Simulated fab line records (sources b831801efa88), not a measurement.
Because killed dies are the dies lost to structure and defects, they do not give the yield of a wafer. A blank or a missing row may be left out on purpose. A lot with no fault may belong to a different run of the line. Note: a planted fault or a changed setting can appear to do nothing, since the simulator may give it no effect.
Which tool was responsible? / flow sky130 / 33 wafers from 11 lots sampled at 2 of the route's 708 steps

== WHAT THE GAUGES READ, wafer by wafer ==
SKY_PASSIVATION_THK_MEAS_03.
lot=L569; measured=day 45 05:09; on=film_metro-04; PASSIVATION_CVD_02_THK (nm)=541 526 535
lot=L566; measured=day 45 05:32; on=film_metro-04; PASSIVATION_CVD_02_THK (nm)=540 545 553
lot=L568; measured=day 45 07:14; on=film_metro-01; PASSIVATION_CVD_02_THK (nm)=539 532 549
lot=L570; measured=day 45 08:50; on=film_metro-01; PASSIVATION_CVD_02_THK (nm)=549 545 544
lot=L571; measured=day 45 09:07; on=film_metro-04; PASSIVATION_CVD_02_THK (nm)=526 542 546
lot=L572; measured=day 45 15:02; on=film_metro-01; PASSIVATION_CVD_02_THK (nm)=531 542 543
lot=L579; measured=day 48 08:22; on=film_metro-01; PASSIVATION_CVD_02_THK (nm)=532 531 551
lot=L581; measured=day 48 16:56; on=film_metro-04; PASSIVATION_CVD_02_THK (nm)=543 548 547
lot=L584; measured=day 48 18:43; on=film_metro-04; PASSIVATION_CVD_02_THK (nm)=542 535 556
lot=L585; measured=day 48 23:32; on=film_metro-02; PASSIVATION_CVD_02_THK (nm)=536 537 547
lot=L587; measured=day 49 15:44; on=film_metro-02; PASSIVATION_CVD_02_THK (nm)=544 556 545

== WHAT TOOL EACH LOT RAN ON (gives the tool, then ch and the chambers of the sampled wafers, and finally the start) ==
lot=L569; SKY_METAL5_STRIP_16=plasma_asher-04 ch 0,1, day 45 04:14
lot=L566; SKY_METAL5_STRIP_16=plasma_asher-01 ch 0,1, day 45 04:34
lot=L568; SKY_METAL5_STRIP_16=plasma_asher-01 ch 1, day 45 06:14
lot=L570; SKY_METAL5_STRIP_16=plasma_asher-04 ch 0,1, day 45 07:52
lot=L571; SKY_METAL5_STRIP_16=plasma_asher-04 ch 0,1, day 45 08:11
lot=L572; SKY_METAL5_STRIP_16=plasma_asher-02 ch 0,1, day 45 14:08
lot=L579; SKY_METAL5_STRIP_16=plasma_asher-02 ch 0,1, day 48 07:28
lot=L581; SKY_METAL5_STRIP_16=plasma_asher-04 ch 0, day 48 15:59
lot=L584; SKY_METAL5_STRIP_16=plasma_asher-04 ch 0,1, day 48 17:49
lot=L585; SKY_METAL5_STRIP_16=plasma_asher-01 ch 0, day 48 22:38
lot=L587; SKY_METAL5_STRIP_16=plasma_asher-04 ch 0,1, day 49 14:03
- SKY_METAL5_STRIP_16: strips in O2/N2.

== WHAT THE TOOLS THEMSELVES READ (means of the sampled wafers that have a number; where no wafer has one, the mark that the record gives instead) ==
SKY_METAL5_STRIP_16.
lot=L569; tool=plasma_asher-04; drypump_motor_current_A (A)=5.5; oes_product_au (a.u.)=0.709; strip_time_to_endpoint_s (s)=12.87
lot=L566; tool=plasma_asher-01; drypump_motor_current_A (A)=5.5; oes_product_au (a.u.)=0.709; strip_time_to_endpoint_s (s)=12.91
lot=L568; tool=plasma_asher-01; drypump_motor_current_A (A)=5.8; oes_product_au (a.u.)=0.709; strip_time_to_endpoint_s (s)=13.21
lot=L570; tool=plasma_asher-04; drypump_motor_current_A (A)=5.3; oes_product_au (a.u.)=0.711; strip_time_to_endpoint_s (s)=13.01
lot=L571; tool=plasma_asher-04; drypump_motor_current_A (A)=5.5; oes_product_au (a.u.)=0.710; strip_time_to_endpoint_s (s)=13.23
lot=L572; tool=plasma_asher-02; drypump_motor_current_A (A)=5.8; oes_product_au (a.u.)=0.710; strip_time_to_endpoint_s (s)=12.97
lot=L579; tool=plasma_asher-02; drypump_motor_current_A (A)=5.8; oes_product_au (a.u.)=0.706; strip_time_to_endpoint_s (s)=12.81
lot=L581; tool=plasma_asher-04; drypump_motor_current_A (A)=5.7; oes_product_au (a.u.)=0.710; strip_time_to_endpoint_s (s)=12.81
lot=L584; tool=plasma_asher-04; drypump_motor_current_A (A)=5.5; oes_product_au (a.u.)=0.712; strip_time_to_endpoint_s (s)=13.09
lot=L585; tool=plasma_asher-01; drypump_motor_current_A (A)=4.9; oes_product_au (a.u.)=0.713; strip_time_to_endpoint_s (s)=13.00
lot=L587; tool=plasma_asher-04; drypump_motor_current_A (A)=5.3; oes_product_au (a.u.)=0.709; strip_time_to_endpoint_s (s)=13.17

== THE ANSWER, worked out from the rows above alone ==
Rule: what is usual is taken from the lots themselves. Put in order of their means at a reading, lots are off if they are a third of the lots or fewer, leave a main group of 4 or more, and stand apart from it by a gap of 3 or more times the standard deviation of the main group's means; of several such gaps the widest counts. A main group whose means are all the same, to the digits that the tables above print for the reading, isn't used. A lot without any number at a reading at which 4 lots or more have one is off too. The other lots that the step has rows for count as sound. First the gauges in route order, then the tools' own readings, where a lot's mean is used as printed above. At the first step where some lot is off, the reading lying furthest off is the one used; lots without a number count as furthest.
No lot is off at any reading shown: from this, nothing can be told.

== WHAT HAD BEEN PUT IN BY THE SIMULATOR ==
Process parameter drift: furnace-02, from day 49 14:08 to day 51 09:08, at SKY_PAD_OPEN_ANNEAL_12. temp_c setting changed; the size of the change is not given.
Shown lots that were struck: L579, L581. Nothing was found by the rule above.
